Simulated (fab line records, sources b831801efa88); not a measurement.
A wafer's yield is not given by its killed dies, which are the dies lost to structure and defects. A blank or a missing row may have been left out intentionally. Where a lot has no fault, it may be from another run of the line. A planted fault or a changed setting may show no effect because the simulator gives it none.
fab line records -- flow sky130 -- part 2 of 2: steps 31 to 39 of 39
[record] lots = 5, wafers = 15, lastDay = 50
route steps=708 shown LOCAL_INTERCONNECT@387 CONTACT@406
lots untouched by any fault: they come from a run of this same line in which no faults occurred
startH: the number of hours between the record's first day and the start of the first shown wafer of the lot -- waitH: hours elapsed since this lot's preceding step -- " unchanged from the row above -- L1.1+2: a row that stands for several wafers -- - no value, or no start was given -- * or withheld: withheld -- < > ~ a bound
route shown NAME@n: NAME is a module with steps in the file, n the number in the route of the first one -- usual: mean/standard deviation taken from wafers without a fault -- same: alike in all rows -- chamber/n: place in a boat -- sites: each site's reading -- _std_site: the values' standard deviation -- _edge_site: the outer-site mean with the inner-site mean subtracted -- radiusMm: for every site, how far away it sits from the centre of the wafer -- mask NAME#n: copy n -- behind: the tool/chamber that last shaped the wafer -- hold: reason for holding the lot/hours on hold/outcome of the hold -- device: the transistor (n, p or np) that didn't switch -- end of line: the same wafers' tests at the end of the route -- a step with no rows: only its recipe -- killed: the dies lost at the first sort to structure and to defects; this is not the yield of the wafer -- map: a wafer's dies, x killed, . not, _ none there
set.NAME: the run value of the setting; set.NAME@STEP: its run value at that earlier step -- model.NAME: the simulator's own value behind a step, which no gauge read
lots seen at some steps along the route; tables by step, rows by wafer
services: the hour from which a tool's chamber was out of use, counted from the record's first day as startH (under 0 if before that day), plus the number of hours and why
[[steps]]
[step SKY_CONTACT_EXPOSE_11]
[recipe] maskId = CTM1, na = 0.8, sourceShape = annular, sigmaInner = 0.55, sigmaOuter = 0.85, targetCdNm = 170, doseMj = 38
[usual] stageVelMmS = 499.99/0.28
lot.wafer,tool,chamber,startH,waitH,mask,stageVelMmS
L082.1,krfScanner-02,0,-,-,CTM1#0,499.78
L082.4,krfScanner-02,0,-,-,CTM1#0,499.73
L082.6,krfScanner-02,0,-,-,CTM1#0,499.55
L086.1,krfScanner-02,0,-,-,CTM1#0,499.71
L086.2,krfScanner-02,0,-,-,CTM1#0,499.81
L086.4,krfScanner-02,0,-,-,CTM1#0,499.75
L092.2,krfScanner-01,0,-,-,CTM1#0,500.05
L092.4,krfScanner-01,0,-,-,CTM1#0,500.01
L092.6,krfScanner-01,0,-,-,CTM1#0,499.95
L094.3,krfScanner-01,0,-,-,CTM1#0,499.46
L094.4,krfScanner-01,0,-,-,CTM1#0,499.70
L094.6,krfScanner-01,0,-,-,CTM1#0,499.68
L095.4,krfScanner-01,0,-,-,CTM1#0,500.11
L095.5,krfScanner-01,0,-,-,CTM1#0,500.02
L095.6,krfScanner-01,0,-,-,CTM1#0,500.28
[step SKY_CONTACT_PEB_12]
[recipe] pebTempC = withheld, pebTimeS = withheld, resist = KrF-thick
lot.wafer,tool,chamber,startH,waitH
L082.1+4+6,lithoTrack-04,0,-,-
L086.1+2+4,lithoTrack-01,0,-,-
L092.2+4+6,lithoTrack-02,0,-,-
L094.3+4+6,lithoTrack-04,0,-,-
L095.4+5+6,lithoTrack-02,0,-,-
[step SKY_CONTACT_DEVELOP_13]
[recipe] developTimeS = 60, resist = KrF-thick, devTempC = 21
lot.wafer,tool,chamber,startH,waitH
L082.1+4+6,lithoTrack-04,0,-,-
L086.1+2+4,lithoTrack-01,0,-,-
L092.2+4+6,lithoTrack-02,0,-,-
L094.3+4+6,lithoTrack-04,0,-,-
L095.4+5+6,lithoTrack-02,0,-,-
[step SKY_CONTACT_CD_MEAS_14]
[recipe] targetCdNm = 170
[usual] cdNm = 170.3/1.4
lot.wafer,tool,chamber,startH,waitH,cdNm
L082.1,cdSem-01,-,790.81,-,171.2
L082.4,cdSem-01,-,790.81,-,171.1
L082.6,cdSem-01,-,790.81,-,172.4
L086.1,cdSem-02,-,824.30,-,169.0
L086.2,cdSem-02,-,824.30,-,170.0
L086.4,cdSem-02,-,824.30,-,170.4
L092.2,cdSem-01,-,861.86,-,173.1
L092.4,cdSem-01,-,861.86,-,173.9
L092.6,cdSem-01,-,861.86,-,173.8
L094.3,cdSem-02,-,888.35,-,171.5
L094.4,cdSem-02,-,888.35,-,172.9
L094.6,cdSem-02,-,888.35,-,170.9
L095.4,cdSem-02,-,900.35,-,169.8
L095.5,cdSem-02,-,900.35,-,170.4
L095.6,cdSem-02,-,900.35,-,168.9
[step SKY_CONTACT_OVL_MEAS_15]
[usual] CONTACT_OVL = -2/5.6
lot.wafer,tool,chamber,startH,waitH,CONTACT_OVL[nm]
L082.1,overlay-02,-,790.93,0.1,-2
L082.4,overlay-02,-,790.93,0.1,-7
L082.6,overlay-02,-,790.93,0.1,2
L086.1,overlay-02,-,824.42,0.1,9
L086.2,overlay-02,-,824.42,0.1,9
L086.4,overlay-02,-,824.42,0.1,2
L092.2,overlay-01,-,861.97,0.1,-1
L092.4,overlay-01,-,861.97,0.1,-3
L092.6,overlay-01,-,861.97,0.1,-4
L094.3,overlay-02,-,888.44,0.1,-1
L094.4,overlay-02,-,888.44,0.1,-1
L094.6,overlay-02,-,888.44,0.1,-1
L095.4,overlay-01,-,900.43,0.1,-4
L095.5,overlay-01,-,900.43,0.1,-12
L095.6,overlay-01,-,900.43,0.1,-4
[step SKY_CONTACT_ETCH_16]
[recipe] chemistry = N2/H2, target = BARC, ionEnergyEv = 200, sourceW = 500, biasW = 100, pressureMtorr = 30, n2FlowSccm = 100, h2FlowSccm = 200, stopOn = SiO2, timeS = 45.9, targetDepthA = 600
[usual] drypumpMotorCurrentA = 5.6/0.41, oesProductAu = 0.855/0.0045, throttleValvePct = 13.225/0.0096
lot.wafer,tool,chamber,startH,waitH,drypumpMotorCurrentA,oesProductAu,rfHoursCounterH,throttleValvePct
L082.1,rieDiel-04,3,790.97,0.0,5.3,0.854,1,13.228
L082.4,rieDiel-04,2,790.97,0.0,5.7,0.854,9,13.218
L082.6,rieDiel-04,0,790.97,0.0,5.9,0.858,-,13.217
L086.1,rieDiel-01,2,824.46,0.0,5.3,0.850,14,13.242
L086.2,rieDiel-01,1,824.46,0.0,5.5,0.853,11,13.249
L086.4,rieDiel-01,3,824.46,0.0,6.3,0.855,20,13.234
L092.2,rieDiel-04,0,862.00,0.0,5.8,0.856,8,13.214
L092.4,rieDiel-04,2,862.00,0.0,5.7,0.856,11,13.225
L092.6,rieDiel-04,3,862.00,0.0,5.3,0.860,-,13.218
L094.3,rieDiel-02,1,888.47,0.0,6.5,0.849,17,13.219
L094.4,rieDiel-02,3,888.47,0.0,4.8,0.857,20,13.222
L094.6,rieDiel-02,0,888.47,0.0,5.0,0.849,-,13.220
L095.4,rieDiel-01,3,900.45,0.0,6.3,0.862,22,13.229
L095.5,rieDiel-01,2,900.45,0.0,5.3,0.860,-,13.222
L095.6,rieDiel-01,3,900.45,0.0,6.3,0.855,-,13.227
[step SKY_CONTACT_ETCH_17]
[recipe] target = SiO2, chemistry = C4F8/O2/Ar, stopOn = Si3N4, maskMaterial = KrF-thick, sourceW = 1500, biasW = 1200, pressureMtorr = 40, c4f8FlowSccm = withheld, O2_flow_sccm = 6, Ar_flow_sccm = 300, timeS = withheld, targetDepthA = 3400
[usual] oesProductAu = 0.891/0.005
lot.wafer,tool,chamber,startH,waitH,oesProductAu
L082.1,rieDiel-04,3,791.01,0.0,0.890
L082.4,rieDiel-04,2,791.01,0.0,0.896
L082.6,rieDiel-04,0,791.01,0.0,0.891
L086.1,rieDiel-01,2,824.50,0.0,0.897
L086.2,rieDiel-01,1,824.50,0.0,0.897
L086.4,rieDiel-01,3,824.50,0.0,0.892
L092.2,rieDiel-04,0,862.04,0.0,0.891
L092.4,rieDiel-04,2,862.04,0.0,0.897
L092.6,rieDiel-04,3,862.04,0.0,0.891
L094.3,rieDiel-02,1,888.51,0.0,0.889
L094.4,rieDiel-02,3,888.51,0.0,0.893
L094.6,rieDiel-02,0,888.51,0.0,0.885
L095.4,rieDiel-01,3,900.49,0.0,0.886
L095.5,rieDiel-01,2,900.49,0.0,0.900
L095.6,rieDiel-01,3,900.49,0.0,0.891
[step SKY_CONTACT_ETCH_18]
[recipe] target = Si3N4, chemistry = CHF3/O2, stopOn = TiN, sourceW = 600, biasW = 200, pressureMtorr = 40, chf3FlowSccm = 50, O2_flow_sccm = 5, timeS = 39, targetDepthA = 750
[usual] chf3FlowSccm = 50.01/0.14, drypumpMotorCurrentA = 5.6/0.41, oesProductAu = 0.855/0.0079, throttleValvePct = 8.793/0.0091
lot.wafer,tool,chamber,startH,waitH,chf3FlowSccm,drypumpMotorCurrentA,oesProductAu,rfHoursCounterH,throttleValvePct
L082.1,rieDiel-04,3,-,-,50.12,5.3,0.855,1,8.795
L082.4,rieDiel-04,2,-,-,49.88,5.7,0.868,9,8.793
L082.6,rieDiel-04,0,-,-,50.06,5.9,0.859,-,8.811
L086.1,rieDiel-01,2,-,-,49.75,5.3,0.849,14,8.796
L086.2,rieDiel-01,1,-,-,50.25,5.5,0.849,11,8.794
L086.4,rieDiel-01,3,-,-,49.90,6.3,0.843,20,8.788
L092.2,rieDiel-04,0,-,-,49.94,5.9,0.844,8,8.782
L092.4,rieDiel-04,2,-,-,50.10,5.7,0.873,11,8.784
L092.6,rieDiel-04,3,-,-,49.75,5.2,0.855,-,8.775
L094.3,rieDiel-02,1,-,-,49.88,6.5,0.860,17,8.793
L094.4,rieDiel-02,3,-,-,50.17,4.8,0.858,20,8.801
L094.6,rieDiel-02,0,-,-,50.22,4.9,0.851,-,8.797
L095.4,rieDiel-01,3,-,-,50.14,6.3,0.860,22,8.786
L095.5,rieDiel-01,2,-,-,50.27,5.3,0.849,-,8.792
L095.6,rieDiel-01,3,-,-,49.91,6.3,0.842,-,8.787
[step SKY_CONTACT_STRIP_19]
[recipe] chemistry = O2/N2, powerW = 1400, pressureMtorr = 1500, platenTempC = withheld, o2FlowSccm = 3000, n2FlowSccm = 300, overashFraction = 0.5
[usual] drypumpMotorCurrentA = 5.81/0.24, oesProductAu = 0.381/0.0043, stripTimeToEndpointS = 3.62/0.038
lot.wafer,tool,chamber,startH,waitH,drypumpMotorCurrentA,oesProductAu,rfHoursCounterH,stripTimeToEndpointS
L082.1,plasmaAsher-03,0,791.10,-,5.64,0.389,101,3.62
L082.4,plasmaAsher-03,1,791.10,-,6.24,0.381,-,3.64
L082.6,plasmaAsher-03,1,791.10,-,6.24,0.378,-,3.66
L086.1,plasmaAsher-03,1,824.59,-,6.27,0.375,105,3.60
L086.2,plasmaAsher-03,0,824.59,-,5.61,0.378,105,3.60
L086.4,plasmaAsher-03,1,824.59,-,6.26,0.387,-,3.58
L092.2,plasmaAsher-03,1,862.13,-,6.27,0.393,108,3.62
L092.4,plasmaAsher-03,0,862.13,-,5.61,0.377,-,3.60
L092.6,plasmaAsher-03,1,862.13,-,6.27,0.383,-,3.57
L094.3,plasmaAsher-01,1,888.63,-,5.75,0.394,-,3.66
L094.4,plasmaAsher-01,0,888.63,-,5.61,0.383,-,3.62
L094.6,plasmaAsher-01,0,888.63,-,5.64,0.383,-,3.66
L095.4,plasmaAsher-01,0,900.62,-,5.62,0.377,-,3.54
L095.5,plasmaAsher-01,0,900.62,-,5.72,0.376,-,3.57
L095.6,plasmaAsher-01,1,900.62,-,5.70,0.381,-,3.52
[[services]]
tool,chamber,startH,hours,kind
rieDiel-02,-,716.69,28.1,pm
rieDiel-04,0,716.77,1.4,repair
rieDiel-04,1,717.31,18.1,repair
krfScanner-02,-,725.12,1.0,pm
rieDiel-04,-,730.03,22.2,repair
plasmaAsher-02,-,733.75,9.0,pm
krfScanner-01,-,736.63,1.3,pm
cmp-01,-,744.22,4.0,pm
krfScanner-01,-,746.13,1.0,pm
rieDiel-02,3,772.99,6.3,repair
pecvd-02,0,773.73,5.7,repair
rieDiel-01,1,788.40,24.3,repair
pecvd-02,-,789.22,0.8,repair
krfScanner-02,-,797.31,0.6,repair
wetBench-02,-,803.68,8.3,repair
krfScanner-01,-,814.65,0.8,pm
krfScanner-02,-,819.14,1.3,pm
krfScanner-01,-,823.10,0.3,repair
rieDiel-02,-,827.03,2.8,pm
rieDiel-01,-,834.33,14.6,pm
krfScanner-02,-,838.32,0.8,pm
krfScanner-02,-,847.17,0.7,repair
rieDiel-01,2,884.37,3.4,repair
krfScanner-02,-,894.12,1.0,pm
